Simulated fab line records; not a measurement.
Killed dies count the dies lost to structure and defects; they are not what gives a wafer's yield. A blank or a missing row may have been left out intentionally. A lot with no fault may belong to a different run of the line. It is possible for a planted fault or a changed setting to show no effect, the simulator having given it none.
Which of the tools did it? | flow gf180mcu | 39 wafers from 15 lots sampled at 5 of the route's 602 steps

WHAT THE GAUGES READ, wafer by wafer
GF_V1_THK_MEAS_03. Usual: V1_CVD_02_THK 853 nm, standard deviation 12.
lot  | measured     | on            | V1_CVD_02_THK (nm) | flag
L510 | day 17 02:15 | film-metro-04 | 833 844 860        |
L511 | day 17 16:51 | film-metro-04 | 840 843 855        |
L512 | day 17 20:29 | film-metro-01 | 857 843 862        |
L513 | day 18 08:40 | film-metro-04 | 845 833 835        |
L514 | day 19 01:49 | film-metro-03 | 862 855 860        |
L515 | day 19 04:05 | film-metro-01 | 837 828 861        |
L516 | day 19 16:58 | film-metro-01 | 848 862 865        |
L518 | day 20 07:47 | film-metro-01 | 636                | OFF
L520 | day 21 04:16 | film-metro-03 | 634                | OFF
L521 | day 21 19:05 | film-metro-01 | 637                | OFF
L523 | day 22 06:56 | film-metro-04 | 855 843 869        |
L525 | day 23 02:34 | film-metro-03 | 854 838 860        |
L526 | day 23 09:53 | film-metro-04 | 858 880 876        |
L528 | day 23 22:31 | film-metro-03 | 862 867 875        |
L533 | day 25 11:22 | film-metro-04 | 858 864 850        |

EACH LOT AND THE TOOL THAT RAN IT (in order: tool; ch and the chambers of the sampled wafers; start)
lot  | GF_CONTACT_SPUTTER_22        | GF_CONTACT_CVD_24             | GF_M1_SPUTTER_04             | GF_V1_CVD_02
L510 | pvd-sputter-04, day 16 01:59 | cvd-w-01 ch 0,1, day 16 02:07 | pvd-sputter-01, day 16 02:51 | pecvd-02 ch 0,1, day 17 02:10
L511 | pvd-sputter-02, day 16 15:28 | cvd-w-02 ch 0,1, day 16 15:34 | pvd-sputter-03, day 16 16:29 | pecvd-04 ch 0,1, day 17 16:47
L512 | pvd-sputter-02, day 16 19:55 | cvd-w-01 ch 1, day 16 20:03   | pvd-sputter-01, day 16 20:53 | pecvd-04 ch 0,2, day 17 20:25
L513 | pvd-sputter-01, day 17 07:27 | cvd-w-02 ch 1, day 17 07:33   | pvd-sputter-04, day 17 08:19 | pecvd-01 ch 0,1, day 18 08:35
L514 | pvd-sputter-02, day 17 23:13 | cvd-w-01 ch 0,1, day 17 23:21 | pvd-sputter-03, day 18 00:08 | pecvd-01 ch 1,2, day 19 01:43
L515 | pvd-sputter-02, day 18 02:00 | cvd-w-01 ch 0,1, day 18 02:06 | pvd-sputter-04, day 18 02:52 | pecvd-04 ch 0,2, day 19 04:01
L516 | pvd-sputter-02, day 18 13:49 | cvd-w-01 ch 1, day 18 13:55   | pvd-sputter-03, day 18 14:41 | pecvd-01 ch 1,2, day 19 16:52
L518 | pvd-sputter-02, day 19 05:16 | cvd-w-02 ch 1, day 19 05:23   | pvd-sputter-03, day 19 06:07 | pecvd-01 ch 0, day 20 07:41
L520 | pvd-sputter-02, day 20 01:40 | cvd-w-01 ch 1, day 20 01:46   | pvd-sputter-01, day 20 02:32 | pecvd-01 ch 0, day 21 04:10
L521 | pvd-sputter-04, day 20 16:52 | cvd-w-01 ch 0, day 20 16:58   | pvd-sputter-01, day 20 17:44 | pecvd-01 ch 0, day 21 19:01
L523 | pvd-sputter-04, day 21 05:07 | cvd-w-01 ch 0,1, day 21 05:13 | pvd-sputter-01, day 21 05:59 | pecvd-02 ch 0,2, day 22 06:52
L525 | pvd-sputter-04, day 22 00:58 | cvd-w-01 ch 0,1, day 22 01:06 | pvd-sputter-01, day 22 01:54 | pecvd-04 ch 0,1,2, day 23 02:31
L526 | pvd-sputter-02, day 22 08:53 | cvd-w-01 ch 0, day 22 09:03   | pvd-sputter-01, day 22 09:50 | pecvd-02 ch 1,2, day 23 09:47
L528 | pvd-sputter-01, day 22 22:28 | cvd-w-02 ch 0,1, day 22 22:35 | pvd-sputter-04, day 22 23:19 | pecvd-02 ch 1,2, day 23 22:25
L533 | pvd-sputter-04, day 24 10:45 | cvd-w-02 ch 0,1, day 24 10:51 | pvd-sputter-03, day 24 11:50 | pecvd-04 ch 0,2, day 25 11:17
- GF_CONTACT_SPUTTER_22: material Ti, target thk 15 nm, time 80.02 s.
- GF_CONTACT_CVD_24: deposits W, target thk 300 nm, time 90.339 s.
- GF_M1_SPUTTER_04: material TiN, target thk 50 nm, time 41.7 s.
- GF_V1_CVD_02: deposits SiO2 from TEOS, target thk 850 nm, time 94.851 s.

AS READ BY THE TOOLS THEMSELVES (means over the sampled wafers that have a number; for cases with no such wafer, the mark the record gives instead)
GF_CONTACT_SPUTTER_22. Usual: throttle-valve-pct reads 30.1 % (standard deviation 0.68).
lot  | tool           | throttle-valve-pct (%) | flag
L510 | pvd-sputter-04 | 30.4                   |
L511 | pvd-sputter-02 | 30.5                   |
L512 | pvd-sputter-02 | 30.2                   |
L513 | pvd-sputter-01 | 29.2                   |
L514 | pvd-sputter-02 | 30.5                   |
L515 | pvd-sputter-02 | 30.3                   |
L516 | pvd-sputter-02 | 30.2                   |
L518 | pvd-sputter-02 | 29.9                   |
L520 | pvd-sputter-02 | 29.9                   |
L521 | pvd-sputter-04 | 30.0                   |
L523 | pvd-sputter-04 | 30.1                   |
L525 | pvd-sputter-04 | 30.4                   |
L526 | pvd-sputter-02 | 30.0                   |
L528 | pvd-sputter-01 | 29.9                   |
L533 | pvd-sputter-04 | 30.2                   |

GF_CONTACT_CVD_24. Usual: heater-power-w reads 836 W (standard deviation 63).
lot  | tool     | heater-power-w (W) | flag
L510 | cvd-w-01 | 857                |
L511 | cvd-w-02 | 756                |
L512 | cvd-w-01 | 848                |
L513 | cvd-w-02 | 720                |
L514 | cvd-w-01 | 865                |
L515 | cvd-w-01 | 882                |
L516 | cvd-w-01 | 854                |
L518 | cvd-w-02 | 713                |
L520 | cvd-w-01 | 858                |
L521 | cvd-w-01 | 892                |
L523 | cvd-w-01 | 879                |
L525 | cvd-w-01 | 879                |
L526 | cvd-w-01 | 899                |
L528 | cvd-w-02 | 775                |
L533 | cvd-w-02 | 812                |

GF_M1_SPUTTER_04. Usual: throttle-valve-pct reads 29.8 % (standard deviation 0.76).
lot  | tool           | throttle-valve-pct (%) | flag
L510 | pvd-sputter-01 | 29.8                   |
L511 | pvd-sputter-03 | 29.9                   |
L512 | pvd-sputter-01 | 29.5                   |
L513 | pvd-sputter-04 | 29.1                   |
L514 | pvd-sputter-03 | 29.9                   |
L515 | pvd-sputter-04 | 29.8                   |
L516 | pvd-sputter-03 | 29.9                   |
L518 | pvd-sputter-03 | 29.4                   |
L520 | pvd-sputter-01 | 30.3                   |
L521 | pvd-sputter-01 | 30.0                   |
L523 | pvd-sputter-01 | 30.0                   |
L525 | pvd-sputter-01 | 29.6                   |
L526 | pvd-sputter-01 | 29.9                   |
L528 | pvd-sputter-04 | 29.8                   |
L533 | pvd-sputter-03 | 29.5                   |

GF_V1_CVD_02. Usual: heater-power-w 661 W, standard deviation 74; rf-fwd-power-W 596.4 W, standard deviation 2.
lot  | tool     | heater-power-w (W) | rf-fwd-power-W (W) | flag
L510 | pecvd-02 | 681                | 596.6              |
L511 | pecvd-04 | 604                | 596.6              |
L512 | pecvd-04 | 668                | 594.7              |
L513 | pecvd-01 | 617                | 596.4              |
L514 | pecvd-01 | 693                | 596.7              |
L515 | pecvd-04 | 678                | 596.0              |
L516 | pecvd-01 | 697                | 596.3              |
L518 | pecvd-01 | 547                | 595.7              |
L520 | pecvd-01 | 619                | 595.5              |
L521 | pecvd-01 | 588                | 599.0              |
L523 | pecvd-02 | 676                | 595.4              |
L525 | pecvd-04 | 677                | 598.7              |
L526 | pecvd-02 | 735                | 596.2              |
L528 | pecvd-02 | 773                | 595.5              |
L533 | pecvd-04 | 613                | 598.1              |

THE ANSWER, worked out from the rows above alone
Rule: lot off if the mean of its wafers having a number is beyond 3 standard deviations from the usual mean. A lot without any number at a reading at which 4 lots or more have one is off too. Any other lot the step has rows for is counted as sound. The gauges are gone through in route order, then the tools' own readings, and for those a lot's mean is taken as printed above. The first step at which some lot is off is used, and at that step the reading that is off furthest; a lot without a number counts as furthest.
Off: at GF_V1_THK_MEAS_03 (V1_CVD_02_THK), L518, L520, L521.
If a tool, at a process step before that reading, ran all the lots that are off and no sound lot after the first of them, it fits. Gauges at GF_V1_THK_MEAS_03: tried the same way as those tools. One fits: GF_V1_CVD_02 on pecvd-01. A fault onset in the window from L516 (day 19 16:52, its last sound lot) to L518 (day 20 07:41, its first lot off) fits.

WHAT THE SIMULATOR HAD PUT IN
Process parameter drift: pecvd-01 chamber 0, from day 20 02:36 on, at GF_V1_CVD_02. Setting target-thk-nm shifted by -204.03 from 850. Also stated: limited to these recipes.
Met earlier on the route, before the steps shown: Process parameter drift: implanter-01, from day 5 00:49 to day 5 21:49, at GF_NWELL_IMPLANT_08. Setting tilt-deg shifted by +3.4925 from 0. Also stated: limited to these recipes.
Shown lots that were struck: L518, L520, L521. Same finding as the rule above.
